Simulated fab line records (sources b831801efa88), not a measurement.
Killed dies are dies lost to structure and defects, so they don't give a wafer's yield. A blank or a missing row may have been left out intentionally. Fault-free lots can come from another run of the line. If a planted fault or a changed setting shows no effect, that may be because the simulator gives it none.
fab line records	flow sky130
record lots=5	wafers=15	lastDay=48
route steps=708 shown CONTACT@421 METAL1@434 VIA1@458 PAD_OPEN@708
lots that met no fault: taken from a fault-free run of the same line
startH: hours from the record's first day to the start of the lot's first wafer shown	waitH: hours from the lot's prior step to this one	" the same as in the row above	L1.1+2: a row that stands for several wafers	- value missing, or start not given	* or withheld: withheld	< > ~ a bound
route shown NAME@n: a module of which the file shows steps, and the number in the route of the first	usual: average and standard deviation across the fault-free wafers	same: alike in all rows	chamber/n: place in a boat	sites: each site's reading	_std_site: the values' standard deviation	_edge_site: mean of outer sites minus mean of inner sites	radiusMm: for every site, how far away it sits from the centre of the wafer	mask NAME#n: copy n	behind: the tool/chamber that last shaped the wafer	hold: why the lot went on hold/how many hours it stayed there/how the hold came to an end	device: whichever transistor did not switch (one of n, p or np)	end of line: tests run on the same wafers once the route is complete	a step without rows: its recipe alone	killed: dies that structure and defects cost at the first sort, which is not the same as the wafer's yield	map: shows each die of a wafer: x if killed, . if not, _ if none is there
set.NAME: the run value of the setting; set.NAME@STEP: its run value at that earlier step	model.NAME: the simulator's own value behind a step, which no gauge read
lots at selected steps of the route; one table per step, one row per wafer
services: when a tool's chamber went out of use (startH, in hours from the record's first day, below 0 if earlier), for how many hours, and the reason
## steps
# step SKY_CONTACT_OVL_MEAS_15
# usual CONTACT_OVL=3/4.9
lot.wafer	tool	chamber	startH	waitH	CONTACT_OVL[nm]
L244.1	overlay-01	-	802.08	0.1	-6
L244.3	"	-	"	"	-4
L244.4	"	-	"	"	-2
L246.1	overlay-02	-	816.63	0.1	-3
L246.2	"	-	"	"	-1
L246.3	"	-	"	"	-8
L248.1	overlay-01	-	830.37	0.1	12
L248.3	"	-	"	"	5
L248.4	"	-	"	"	10
L249.1	overlay-02	-	830.49	0.1	3
L249.5	"	-	"	"	3
L249.6	"	-	"	"	-4
L251.1	overlay-01	-	845.33	0.1	0
L251.2	"	-	"	"	11
L251.6	"	-	"	"	4
# step SKY_CONTACT_ETCH_16
# recipe chemistry=N2/H2	target=BARC	ionEnergyEv=200	sourceW=500	biasW=100	pressureMtorr=30	n2FlowSccm=100	h2FlowSccm=200	stopOn=SiO2	timeS=45.9	targetDepthA=600
# step SKY_CONTACT_ETCH_17
# recipe target=SiO2	chemistry=C4F8/O2/Ar	stopOn=Si3N4	maskMaterial=KrF-thick	sourceW=1500	biasW=1200	pressureMtorr=40	c4f8FlowSccm=withheld	O2_flow_sccm=6	Ar_flow_sccm=300	timeS=withheld	targetDepthA=3400
# step SKY_CONTACT_ETCH_18
# recipe target=Si3N4	chemistry=CHF3/O2	stopOn=TiN	sourceW=600	biasW=200	pressureMtorr=40	chf3FlowSccm=50	O2_flow_sccm=5	timeS=39	targetDepthA=750
# step SKY_CONTACT_STRIP_19
# recipe chemistry=O2/N2	powerW=1400	pressureMtorr=1500	platenTempC=withheld	o2FlowSccm=3000	n2FlowSccm=300	overashFraction=0.5
# usual drypumpMotorCurrentA=5.60/0.25	oesProductAu=0.381/0.0047	stripTimeToEndpointS=3.63/0.034
lot.wafer	tool	chamber	startH	waitH	drypumpMotorCurrentA	oesProductAu	rfHoursCounterH	stripTimeToEndpointS
L244.1	plasmaAsher-01	1	802.25	-	5.70	0.383	62	3.58
L244.3	"	1	"	"	5.71	0.383	-	3.63
L244.4	"	0	"	"	5.56	0.371	-	3.63
L246.1	plasmaAsher-01	0	816.80	-	5.55	0.381	63	3.60
L246.2	"	1	"	"	5.70	0.385	63	3.60
L246.3	"	1	"	"	5.75	0.376	-	3.61
L248.1	plasmaAsher-01	0	830.54	-	5.55	0.381	64	3.67
L248.3	"	0	"	"	5.57	0.382	-	3.67
L248.4	"	1	"	"	5.72	0.383	-	3.63
L249.1	plasmaAsher-01	1	830.66	-	5.72	0.381	64	3.64
L249.5	"	0	"	"	5.57	0.378	-	3.64
L249.6	"	1	"	"	5.72	0.384	-	3.61
L251.1	plasmaAsher-04	1	845.50	-	5.90	0.381	9	3.60
L251.2	"	0	"	"	5.41	0.385	9	3.67
L251.6	"	1	"	"	5.91	0.375	-	3.61
# step SKY_CONTACT_STRIP_20
# recipe chemistry=postEtchResidueRemover	timeS=1200	tempC=72.5
# step SKY_CONTACT_CLEAN_21
# recipe chemistry=IPA	timeS=180	tempC=25
# step SKY_CONTACT_CLEAN_22
# recipe chemistry=O3/DIW	dry=n2Spin
# step SKY_CONTACT_SPUTTER_23
# recipe material=TiN	targetThkNm=20	chamberPressurePa=5	powerW=4000	timeS=80
# step SKY_CONTACT_CVD_24
# recipe material=W	targetThkNm=340	timeS=102.12	tempC=400	pressureTorr=40
# usual heaterPowerW=851/43
lot.wafer	tool	chamber	startH	waitH	heaterPowerW
L244.1	cvdW-02	1	802.90	0.0	878
L244.3	"	1	"	"	869
L244.4	"	0	"	"	872
L246.1	cvdW-01	0	817.45	0.0	864
L246.2	"	1	"	"	784
L246.3	"	0	"	"	853
L248.1	cvdW-01	1	831.27	0.0	773
L248.3	"	0	"	"	865
L248.4	"	1	"	"	778
L249.1	cvdW-02	0	831.41	0.0	892
L249.5	"	1	"	"	849
L249.6	"	0	"	"	901
L251.1	cvdW-01	1	846.15	0.0	795
L251.2	"	0	"	"	874
L251.6	"	1	"	"	795
# step SKY_CONTACT_RS_MEAS_25
# recipe thkMeasGauge=four-point-probe	reads=W_of_CONTACT_CVD_24+TiN_of_CONTACT_SPUTTER_23
# usual CONTACT_W_RS=0.338/0.0051
lot.wafer	tool	chamber	startH	waitH	CONTACT_W_RS[ohm/sq]
L244.1	filmMetro-02	-	803.01	0.1	0.342
L244.3	"	-	"	"	0.343
L244.4	"	-	"	"	0.341
L246.1	filmMetro-01	-	817.56	0.1	0.341
L246.2	"	-	"	"	0.330
L246.3	"	-	"	"	0.346
L248.1	filmMetro-01	-	831.38	0.1	0.335
L248.3	"	-	"	"	0.343
L248.4	"	-	"	"	0.336
L249.1	filmMetro-03	-	831.52	0.1	0.339
L249.5	"	-	"	"	0.343
L249.6	"	-	"	"	0.341
L251.1	filmMetro-02	-	846.26	0.1	0.334
L251.2	"	-	"	"	0.346
L251.6	"	-	"	"	0.338
# step SKY_CONTACT_THK_MEAS_26
# recipe thkMeasGauge=xrf	reads=W_of_CONTACT_CVD_24
# usual CONTACT_W_THK=349/6.6
lot.wafer	tool	chamber	startH	waitH	CONTACT_W_THK[nm]
L244.1	filmMetro-02	-	803.13	0.1	343
L244.3	"	-	"	"	344
L244.4	"	-	"	"	343
L246.1	filmMetro-01	-	817.68	0.1	346
L246.2	"	-	"	"	355
L246.3	"	-	"	"	340
L248.1	filmMetro-01	-	831.50	0.1	350
L248.3	"	-	"	"	343
L248.4	"	-	"	"	347
L249.1	filmMetro-03	-	831.64	0.1	342
L249.5	"	-	"	"	339
L249.6	"	-	"	"	342
L251.1	filmMetro-02	-	846.38	0.1	358
L251.2	"	-	"	"	343
L251.6	"	-	"	"	351
# step SKY_CONTACT_CMP_27
# recipe stopOn=SiO2	tOverpolishS=15	downForcePsi=3.5	platenRpm=60	targetThkNm=0	padVelocityMS=0.94248
# usual motorCurrentA=10.9/1.1	overpolishRunS=14.999/0.0088	timeToEndpointS=82/4.6
# same tOverpolishS=15
lot.wafer	tool	chamber	startH	waitH	motorCurrentA	overpolishRunS	timeToEndpointS
L244.4	cmp-01	3	803.19	0.0	10.6	14.991	78
L244.1	"	0	"	"	8.8	15.000	83
L244.3	"	2	"	"	10.5	14.986	83
L246.1	cmp-02	3	817.79	0.1	12.3	14.977	87
L246.2	"	0	"	"	10.3	15.004	92
L246.3	"	1	"	"	10.8	14.985	76
L248.3	cmp-01	0	831.56	0.0	9.5	15.000	81
L248.4	"	1	"	"	10.7	14.995	87
L248.1	"	2	"	"	9.8	14.987	83
L249.1	cmp-02	3	831.78	0.1	13.0	14.988	78
L249.6	"	2	"	"	13.1	14.992	76
L249.5	"	3	"	"	12.4	15.009	80
L251.2	cmp-01	3	846.44	0.0	10.3	15.010	77
L251.1	"	0	"	"	8.8	14.996	84
L251.6	"	3	"	"	10.5	15.003	79
# step SKY_METAL1_SPUTTER_00
# recipe material=Ti	targetThkNm=15	powerW=3000	timeS=10	chamberPressurePa=0.4
# usual throttleValvePct=30.0/1.1
lot.wafer	tool	chamber	startH	waitH	throttleValvePct
L244.1	pvdSputter-03	-	803.49	0.2	30.6
L244.3	"	-	"	"	29.3
L244.4	"	-	"	"	30.4
L246.1	pvdSputter-01	-	818.04	0.2	29.5
L246.2	"	-	"	"	29.6
L246.3	"	-	"	"	29.3
L248.1	pvdSputter-02	-	831.86	0.1	32.0
L248.3	"	-	"	"	29.5
L248.4	"	-	"	"	33.4
L249.1	pvdSputter-01	-	832.03	0.2	29.4
L249.5	"	-	"	"	29.6
L249.6	"	-	"	"	29.5
L251.1	pvdSputter-01	-	846.74	0.2	29.5
L251.2	"	-	"	"	29.7
L251.6	"	-	"	"	30.5
# step SKY_METAL1_SPUTTER_01
# recipe material=TiN	targetThkNm=20	powerW=6500	timeS=16.7	chamberPressurePa=0.4
# step SKY_METAL1_SPUTTER_02
# recipe material=AlCu	targetThkNm=250	powerW=10600	timeS=13.3	chamberPressurePa=0.4
# step SKY_METAL1_SPUTTER_03
# recipe material=Ti	targetThkNm=5	powerW=3000	timeS=3.3	chamberPressurePa=0.4
# step SKY_METAL1_SPUTTER_04
# recipe material=TiN	targetThkNm=70	powerW=6500	timeS=58.3	chamberPressurePa=0.4
# usual throttleValvePct=30.0/1.1
lot.wafer	tool	chamber	startH	waitH	throttleValvePct
L244.1	pvdSputter-03	-	803.58	0.0	30.5
L244.3	"	-	"	"	29.2
L244.4	"	-	"	"	30.4
L246.1	pvdSputter-01	-	818.13	0.0	29.3
L246.2	"	-	"	"	29.8
L246.3	"	-	"	"	29.7
L248.1	pvdSputter-02	-	831.95	0.0	31.9
L248.3	"	-	"	"	29.6
L248.4	"	-	"	"	33.0
L249.1	pvdSputter-01	-	832.14	0.0	29.5
L249.5	"	-	"	"	29.5
L249.6	"	-	"	"	30.2
L251.1	pvdSputter-01	-	846.83	0.0	29.5
L251.2	"	-	"	"	29.5
L251.6	"	-	"	"	30.3
# step SKY_METAL1_RS_MEAS_05
# recipe thkMeasGauge=four-point-probe	reads=TiN_of_METAL1_SPUTTER_04+Ti_of_METAL1_SPUTTER_03+AlCu_of_METAL1_SPUTTER_02+TiN_of_METAL1_SPUTTER_01+Ti_of_METAL1_SPUTTER_00
# usual METAL1_ALCU_RS=0.1268/0.0013
lot.wafer	tool	chamber	startH	waitH	METAL1_ALCU_RS[ohm/sq]
L244.1	filmMetro-04	-	803.63	0.0	0.1272
L244.3	"	-	"	"	0.1264
L244.4	"	-	"	"	0.1267
L246.1	filmMetro-03	-	818.18	0.0	0.1261
L246.2	"	-	"	"	0.1258
L246.3	"	-	"	"	0.1254
L248.1	filmMetro-01	-	832.00	0.0	0.1249
L248.3	"	-	"	"	0.1260
L248.4	"	-	"	"	0.1273
L249.1	filmMetro-03	-	832.19	0.0	0.1279
L249.5	"	-	"	"	0.1265
L249.6	"	-	"	"	0.1266
L251.1	filmMetro-04	-	846.88	0.0	0.1277
L251.2	"	-	"	"	0.1293
L251.6	"	-	"	"	0.1269
# step SKY_METAL1_THK_MEAS_06
# recipe thkMeasGauge=xrf	reads=AlCu_of_METAL1_SPUTTER_02
# usual METAL1_ALCU_THK=246.5/2.9
lot.wafer	tool	chamber	startH	waitH	METAL1_ALCU_THK[nm]
L244.1	filmMetro-04	-	803.75	0.1	246.7
L244.3	"	-	"	"	247.4
L244.4	"	-	"	"	248.0
L246.1	filmMetro-03	-	818.30	0.1	248.4
L246.2	"	-	"	"	252.2
L246.3	"	-	"	"	249.6
L248.1	filmMetro-01	-	832.12	0.1	249.5
L248.3	"	-	"	"	248.2
L248.4	"	-	"	"	245.5
L249.1	filmMetro-03	-	832.31	0.1	243.7
L249.5	"	-	"	"	248.8
L249.6	"	-	"	"	246.8
L251.1	filmMetro-04	-	847.00	0.1	246.4
L251.2	"	-	"	"	240.5
L251.6	"	-	"	"	245.9
# step SKY_METAL1_DEHYDRATE_07
# recipe tempC=200	timeS=60
# step SKY_METAL1_HMDS_08
# recipe primeTimeS=60	primeTempC=120
# step SKY_METAL1_COAT_09
# recipe resist=BARC	tempC=withheld	timeS=withheld	spinRpm=3000	resistThkNm=60
# step SKY_METAL1_COAT_10
# recipe resist=KrF-thick	spinRpm=3000	resistThkNm=450
# step SKY_METAL1_SOFTBAKE_11
# recipe tempC=100	timeS=90	resist=KrF-thick
# step SKY_METAL1_EXPOSE_12
# recipe maskId=MM1	na=0.8	sourceShape=annular	sigmaInner=0.55	sigmaOuter=0.85	targetCdNm=140	doseMj=28
# step SKY_METAL1_PEB_13
# recipe pebTempC=withheld	pebTimeS=withheld	resist=KrF-thick
# step SKY_METAL1_DEVELOP_14
# recipe developTimeS=60	resist=KrF-thick	devTempC=21
# step SKY_METAL1_CD_MEAS_15
# recipe targetCdNm=140
# usual cdNm=139.9/1.3
lot.wafer	tool	chamber	startH	waitH	cdNm
L244.1	cdSem-01	-	829.87	-	139.2
L244.3	"	-	"	"	138.9
L244.4	"	-	"	"	140.1
L246.1	cdSem-01	-	844.17	-	141.6
L246.2	"	-	"	"	139.1
L246.3	"	-	"	"	140.9
L248.1	cdSem-02	-	856.77	-	139.5
L248.3	"	-	"	"	140.0
L248.4	"	-	"	"	141.5
L249.1	cdSem-01	-	857.16	-	141.0
L249.5	"	-	"	"	140.5
L249.6	"	-	"	"	140.8
L251.1	cdSem-01	-	872.96	-	141.4
L251.2	"	-	"	"	139.3
L251.6	"	-	"	"	142.1
# step SKY_METAL1_OVL_MEAS_16
# usual METAL1_OVL=7/5.2
lot.wafer	tool	chamber	startH	waitH	METAL1_OVL[nm]
L244.1	overlay-01	-	829.99	0.1	10
L244.3	"	-	"	"	6
L244.4	"	-	"	"	4
L246.1	overlay-02	-	844.29	0.1	4
L246.2	"	-	"	"	2
L246.3	"	-	"	"	5
L248.1	overlay-02	-	856.89	0.1	12
L248.3	"	-	"	"	21
L248.4	"	-	"	"	14
L249.1	overlay-01	-	857.28	0.1	13
L249.5	"	-	"	"	11
L249.6	"	-	"	"	9
L251.1	overlay-01	-	873.08	0.1	9
L251.2	"	-	"	"	9
L251.6	"	-	"	"	8
# step SKY_METAL1_DESCUM_17
# recipe chemistry=O2	sourcePowerW=150	biasPowerW=0	pressureMtorr=10	tempC=40	timeS=8
# step SKY_METAL1_ETCH_18
# recipe chemistry=N2/H2	target=BARC	ionEnergyEv=200	biasW=100	pressureMtorr=30	n2FlowSccm=100	h2FlowSccm=200	icpW=500	stopOn=SiO2	timeS=45.9	targetDepthA=600
# step SKY_METAL1_METAL_ETCH_19
# recipe targetDepthA=3600	stopOn=SiO2	overEtchFrac=0.3	timeS=78	chemistry=Cl2/BCl3	resistSidewallDeg=88	pressureMtorr=10	icpW=900	biasW=48.5	Cl2_flow_sccm=60	bcl3FlowSccm=30
# usual drypumpMotorCurrentA=5.6/0.46	oesProductAu=0.855/0.0059	throttleValvePct=22.265/0.0089
lot.wafer	tool	chamber	startH	waitH	drypumpMotorCurrentA	oesProductAu	rfHoursCounterH	throttleValvePct
L244.1	rieMetal-04	0	830.12	0.0	5.0	0.852	14	22.265
L244.3	"	0	"	"	5.0	0.857	-	22.266
L244.4	"	1	"	"	6.1	0.848	-	22.270
L246.1	rieMetal-04	1	844.51	0.1	6.1	0.857	15	22.255
L246.2	"	1	"	"	6.1	0.866	-	22.261
L246.3	"	1	"	"	6.1	0.858	-	22.257
L248.1	rieMetal-02	0	857.02	0.0	5.9	0.856	7	22.257
L248.3	"	1	"	"	5.6	0.854	-	22.261
L248.4	"	0	"	"	5.9	0.851	-	22.261
L249.1	rieMetal-03	0	857.41	0.0	5.3	0.855	18	22.262
L249.5	"	1	"	"	5.6	0.857	-	22.271
L249.6	"	0	"	"	5.3	0.854	-	22.262
L251.1	rieMetal-02	0	873.21	0.0	5.9	0.852	7	22.256
L251.2	"	1	"	"	5.6	0.845	13	22.277
L251.6	"	0	"	"	5.9	0.857	-	22.261
# step SKY_METAL1_STRIP_20
# recipe chemistry=O2/N2	powerW=1400	pressureMtorr=1500	platenTempC=withheld	o2FlowSccm=3000	n2FlowSccm=300	overashFraction=0.5
# step SKY_METAL1_STRIP_21
# recipe chemistry=postEtchResidueRemover	timeS=1200	tempC=72.5
# step SKY_METAL1_CLEAN_22
# recipe chemistry=IPA	timeS=180	tempC=25
# step SKY_METAL1_CLEAN_23
# recipe chemistry=O3/DIW	dry=n2Spin
# step SKY_VIA1_HDPCVD_00
# recipe material=SiO2	targetThkNm=1030	sigmaOpenFrac=0.3	timeS=171.7	tempC=400	sih4FlowSccm=60	pressureMtorr=6
# step SKY_VIA1_THK_MEAS_01
# recipe reads=SiO2_of_VIA1_HDPCVD_00
# usual VIA1_HDPCVD_THK=1030/12
lot.wafer	tool	chamber	startH	waitH	VIA1_HDPCVD_THK[nm]
L244.1	filmMetro-02	-	831.06	0.1	1034
L244.3	"	-	"	"	1040
L244.4	"	-	"	"	1045
L246.1	filmMetro-03	-	845.40	0.1	1020
L246.2	"	-	"	"	1022
L246.3	"	-	"	"	1027
L248.1	filmMetro-04	-	857.86	0.1	1045
L248.3	"	-	"	"	1048
L248.4	"	-	"	"	1036
L249.1	filmMetro-02	-	858.29	0.1	1031
L249.5	"	-	"	"	1022
L249.6	"	-	"	"	984
L251.1	filmMetro-03	-	874.04	0.1	1029
L251.2	"	-	"	"	1024
L251.6	"	-	"	"	1033
# step SKY_VIA1_CMP_02
# recipe material=SiO2	downForcePsi=4	platenRpm=60	padVelocityMS=0.94248
# step SKY_VIA1_BOW_MEAS_03
# recipe mode=bow
# usual VIA1_BOW=83/6.7
lot.wafer	tool	chamber	startH	waitH	VIA1_BOW[um]
L244.1	filmMetro-02	-	831.42	0.2	87
L244.3	"	-	"	"	78
L244.4	"	-	"	"	81
L246.1	filmMetro-04	-	845.76	0.2	88
L246.2	"	-	"	"	86
L246.3	"	-	"	"	85
L248.1	filmMetro-04	-	858.22	0.2	86
L248.3	"	-	"	"	81
L248.4	"	-	"	"	102
L249.1	filmMetro-02	-	858.65	0.2	90
L249.5	"	-	"	"	86
L249.6	"	-	"	"	88
L251.1	filmMetro-03	-	874.40	0.1	80
L251.2	"	-	"	"	94
L251.6	"	-	"	"	78
# step SKY_VIA1_DEHYDRATE_04
# recipe tempC=200	timeS=60
# step SKY_PAD_OPEN_PROBE_99
# usual killed_at_M0_to_M3=43/6.1	killed_at_M4_up=3.5/2	killedAtContacts=25/5.1	killedAtFrontEnd=14/4.2	killedAtOther=0.3/0.55	killedDies=86/8.3	killedOnRim=17/3.7	killedOpen=46/7.2	killedShort=39/6
# same grossDies=492	killedAtBackSide=0
lot.wafer	tool	chamber	startH	waitH	killed_at_M0_to_M3	killed_at_M4_up	killedAtContacts	killedAtFrontEnd	killedAtOther	killedDies	killedOnRim	killedOpen	killedShort
L244.1	prober-02	-	1126.76	0.1	40	5	22	12	0	79	11	34	45
L244.3	prober-02	-	1126.86	0.2	48	2	29	6	0	85	15	56	28
L244.4	prober-02	-	1126.91	0.2	42	3	26	9	1	81	14	46	35
L246.1	prober-01	-	1135.88	0.1	31	8	25	16	0	80	16	43	35
L246.2	prober-01	-	1135.93	0.1	52	1	21	7	0	81	10	43	38
L246.3	prober-01	-	1135.98	0.2	35	10	20	10	0	75	15	34	40
L248.1	prober-02	-	1145.98	0.1	40	5	34	14	1	94	19	46	45
L248.3	prober-02	-	1146.08	0.2	47	2	26	11	0	86	18	55	30
L248.4	prober-02	-	1146.13	0.2	37	0	26	8	1	72	15	41	31
L249.1	prober-01	-	1147.35	0.1	29	1	31	19	0	80	16	40	40
L249.5	prober-01	-	1147.55	0.2	51	3	27	25	0	106	22	64	42
L249.6	prober-01	-	1147.60	0.2	28	3	222	9	0	262	46	30	29
L251.1	prober-01	-	1156.98	0.1	37	5	26	25	1	94	19	50	44
L251.2	prober-01	-	1157.03	0.1	43	2	29	20	1	95	18	53	41
L251.6	prober-01	-	1157.23	0.2	52	3	24	10	0	89	20	46	43
# killed by level:class
L244.1 VIA1:geometricParticle:open=12 METAL1:geometricParticle:short=10 CONTACT:geometricParticle:open=8 CONTACT:geometricParticle:short=7 VIA1:geometricParticle:short=5 FIELD_ISO:geometricParticle:short=4 LI_CONTACT:geometricParticle:open=3 VIA2:geometricParticle:open=3
L244.3 CONTACT:geometricParticle:open=14 VIA1:geometricParticle:open=14 LI_CONTACT:geometricParticle:open=8 VIA2:geometricParticle:open=7 METAL1:geometricParticle:short=5 VIA3:geometricParticle:open=4 METAL2:geometricParticle:short=4 VIA1:geometricParticle:short=3
L244.4 VIA1:geometricParticle:open=15 CONTACT:geometricParticle:short=7 CONTACT:geometricParticle:open=6 LOCAL_INTERCONNECT:geometricParticle:short=5 VIA2:geometricParticle:open=5 LI_CONTACT:geometricParticle:open=4 VIA3:geometricParticle:open=4 METAL2:geometricParticle:short=3
L246.1 VIA1:geometricParticle:open=9 CONTACT:geometricParticle:open=7 LI_CONTACT:geometricParticle:open=6 POLY_GATE:geometricParticle:open=5 CONTACT:geometricParticle:short=5 METAL4:geometricParticle:short=5 LOCAL_INTERCONNECT:geometricParticle:short=4 METAL1:geometricParticle:short=4
L246.2 CONTACT:geometricParticle:open=9 VIA1:geometricParticle:open=9 VIA3:geometricParticle:open=8 METAL2:geometricParticle:short=7 METAL1:geometricParticle:short=6 VIA1:geometricParticle:short=6 LI_CONTACT:geometricParticle:open=5 VIA3:geometricParticle:short=4
L246.3 LI_CONTACT:geometricParticle:open=11 METAL4:geometricParticle:short=8 VIA1:geometricParticle:short=7 METAL2:geometricParticle:short=6 FIELD_ISO:geometricParticle:open=5 METAL1:geometricParticle:short=4 VIA1:geometricParticle:open=4 FIELD_ISO:geometricParticle:short=3
L248.1 VIA1:geometricParticle:open=12 LI_CONTACT:geometricParticle:short=9 LI_CONTACT:geometricParticle:open=7 CONTACT:geometricParticle:open=7 CONTACT:geometricParticle:short=6 METAL1:geometricParticle:short=6 VIA3:geometricParticle:open=5 FIELD_ISO:geometricParticle:short=4
L248.3 VIA1:geometricParticle:open=14 LI_CONTACT:geometricParticle:open=11 CONTACT:geometricParticle:open=8 VIA3:geometricParticle:open=6 LOCAL_INTERCONNECT:geometricParticle:short=5 METAL2:geometricParticle:short=5 METAL1:geometricParticle:open=4 VIA2:geometricParticle:open=4
L248.4 VIA2:geometricParticle:open=9 VIA1:geometricParticle:open=8 LI_CONTACT:geometricParticle:open=8 CONTACT:geometricParticle:open=7 LOCAL_INTERCONNECT:geometricParticle:short=5 METAL2:geometricParticle:short=5 VIA3:geometricParticle:open=5 CONTACT:geometricParticle:short=4
L249.1 CONTACT:geometricParticle:open=10 LI_CONTACT:geometricParticle:open=9 FIELD_ISO:geometricParticle:open=7 CONTACT:geometricParticle:short=7 METAL3:geometricParticle:short=7 POLY_GATE:geometricParticle:short=5 VIA1:geometricParticle:open=5 FIELD_ISO:geometricParticle:short=4
L249.5 VIA1:geometricParticle:open=14 LI_CONTACT:geometricParticle:open=10 VIA3:geometricParticle:open=10 FIELD_ISO:geometricParticle:short=7 CONTACT:geometricParticle:open=6 FIELD_ISO:geometricParticle:open=5 VIA2:geometricParticle:open=5 METAL1:geometricParticle:short=5
L249.6 CONTACT:unspecified=202 CONTACT:geometricParticle:open=7 METAL1:geometricParticle:short=7 VIA1:geometricParticle:open=6 CONTACT:geometricParticle:short=5 LI_CONTACT:geometricParticle:open=5 VIA2:geometricParticle:open=5 FIELD_ISO:geometricParticle:short=3
L251.1 LI_CONTACT:geometricParticle:open=13 CONTACT:geometricParticle:open=8 FIELD_ISO:geometricParticle:short=7 FIELD_ISO:geometricParticle:open=6 POLY_GATE:geometricParticle:open=6 VIA1:geometricParticle:open=6 VIA2:geometricParticle:short=6 POLY_GATE:geometricParticle:short=5
L251.2 VIA1:geometricParticle:open=12 CONTACT:geometricParticle:open=12 LI_CONTACT:geometricParticle:open=8 FIELD_ISO:geometricParticle:open=5 POLY_GATE:geometricParticle:short=5 METAL2:geometricParticle:short=5 VIA3:geometricParticle:open=4 LI_CONTACT:geometricParticle:short=4
L251.6 VIA2:geometricParticle:open=11 VIA1:geometricParticle:open=10 CONTACT:geometricParticle:open=10 CONTACT:geometricParticle:short=7 METAL1:geometricParticle:short=6 VIA3:geometricParticle:short=6 VIA1:geometricParticle:short=5 VIA3:geometricParticle:open=4
# map L249.6 (x killed, . not)
__________x.....x..._________
________.x.x..xxx..xx._______
______.x......xx..xxx..._____
_____.x...x.x.x....xxxxx.____
____xx...xxxxxx.xx..x.x.x.___
___.xxxx.x....x.xxxxxxxx..x__
__.x.x...xx.xxx..xx.....xxxx_
_.xxx..x.xxxxx.....xxx..xxxxx
_xx.xxx...xx.x...x.x.x.xx.x..
_xxxx..xxxx.x..xx.xx.xx.x..x.
_..x..x.xxx.xx.x.xxxxx.x.....
_x.x...x.x....x..x.x....xxx..
_.xx..x.xxx..xxxxxx..x..xxxx.
_xx.xx.x..x.x..xx.xxx.x..xxxx
_.xx..x.x.x..xx.xx....xxx.xx.
__.xxxx.x.xxxx.x.x..x...xx.x_
___x..x.x..x.xxx...xxx..xxx__
____..xxxx.xx..xxxxxxxx..x___
_____xxxxx.xx..x..xxx....____
______xx..xxx.xx...xxxxx_____
________.xxxx.x...x..._______
__________xx.x..xx.._________
# map L246.2 (x killed, . not)
__________.........._________
________x......xxxx..x_______
______......x.....x....._____
_____...x..........x.....____
____.......xx.............___
___x.x.x...x.......x.....x.__
__....x.....xx..x.xx........_
_x..........x.........x.x....
_...x............x..x.....x.x
_.....x.x.x.x.x.x.....xx.....
_.x...............x......x...
_...x.......x.........x......
_...x...x.............x..x...
_.x....x.x.x....x............
_.x.xxx....x....x.........x..
__..x.......x......x.....x.._
___.........xxx...x........__
____.......x....x.........___
_____....x....x.......x..____
______x........x........_____
________......x......._______
__________.....x.x.._________
## services
tool	chamber	startH	hours	kind
plasmaAsher-04	-	795.17	9.1	repair
pvdSputter-02	-	796.10	2.3	repair
cmp-02	-	797.44	2.2	repair
cmp-02	-	800.26	9.4	pm
pvdSputter-01	-	802.79	0.7	repair
rieMetal-03	1	805.03	-	clean
rieMetal-03	1	805.03	15.7	scheduledDown
rieMetal-03	1	805.03	15.7	ventCycle
pvdSputter-02	0	806.45	-	consumableReplace:kit
pvdSputter-02	0	806.45	18.0	scheduledDown
pvdSputter-02	0	806.45	18.0	ventCycle
rieMetal-04	-	806.64	0.5	repair
rieMetal-02	-	809.07	38.9	repair
rieMetal-04	0	833.56	19.6	repair
cmp-01	-	837.65	4.2	repair
rieMetal-02	0	838.57	2.9	repair
pvdSputter-01	1	843.57	-	consumableReplace:kit
pvdSputter-01	1	843.57	18.0	scheduledDown
pvdSputter-01	1	843.57	18.0	ventCycle
cmp-02	-	860.20	5.3	repair
rieMetal-04	1	860.52	4.6	repair
pvdSputter-03	-	865.21	0.6	repair
## key
firstSign step=SKY_PAD_OPEN_PROBE_99	reading=killedAtContacts	direction=up	sigmas=39	usual=25	struck=222
effect step=SKY_PAD_OPEN_PROBE_99	reading=killedDies	direction=up	sigmas=21	usual=86	struck=262
metAt SKY_CONTACT_CMP_27
struckWafers L249.6
testerLeftOut L249
fault kind=chamberParticleSource	tool=cmp-02	chamber=2	onsetH=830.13	steps=SKY_CONTACT_CMP_27	ratePerVisitCm2=0.99679	endH=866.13
# testerLeftOut: of these lots the tester's yield and bins aren't shown, on N5 and GAA mostly nor the transistor test; their killed dies are dies lost to structure and defects alone, not to doping, threshold or leakage, so they don't give the yield
